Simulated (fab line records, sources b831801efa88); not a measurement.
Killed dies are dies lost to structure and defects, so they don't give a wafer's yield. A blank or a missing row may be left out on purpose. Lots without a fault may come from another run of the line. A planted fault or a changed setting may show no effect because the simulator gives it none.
Which tool did it? | flow sky130 | 12 lots, 36 wafers sampled, at 1 step of a route of 708

WHAT THE GAUGES READ, wafer by wafer
SKY_NWELL_TW_MEAS_15.
lot  | measured     | on            | NWELL_TW
L075 | day 5 00:55  | film_metro-03 | 1802 1812 1809
L077 | day 5 08:29  | film_metro-04 | 1845 1832 1844
L079 | day 5 19:24  | film_metro-04 | 1834 1837 1843
L080 | day 6 08:11  | film_metro-03 | 1794 1805 1794
L083 | day 6 20:35  | film_metro-03 | 1806 1800 1800
L085 | day 7 07:53  | film_metro-03 | 1818 1805 1822
L087 | day 7 18:19  | film_metro-03 | 1818 1809 1818
L089 | day 8 07:51  | film_metro-01 | 1824 1821 1810
L091 | day 8 16:52  | film_metro-03 | 1800 1801 1805
L093 | day 9 05:37  | film_metro-04 | 1842 1843 1839
L095 | day 9 22:03  | film_metro-04 | 1834 1835 1827
L097 | day 10 08:24 | film_metro-04 | 1853 1855 1847

WHICH TOOL RAN EACH LOT (tool, then ch and the chambers of the sampled wafers, then the start)
The record holds no process step before these readings.

THE ANSWER, worked out from the rows above alone
Rule: what is usual is taken from the lots themselves. Put in order of their means at a reading, lots are off if they are a third of the lots or fewer, leave a main group of 4 or more, and stand apart from it by a gap of 3 or more times the standard deviation of the main group's means; of several such gaps the widest counts. A main group whose means are all the same, to the digits that the tables above print for the reading, isn't used. A lot without any number at a reading at which 4 lots or more have one is off too. The other lots that the step has rows for count as sound.
No lot is off at any reading shown: from this, nothing can be told.

WHAT THE SIMULATOR HAD PUT IN
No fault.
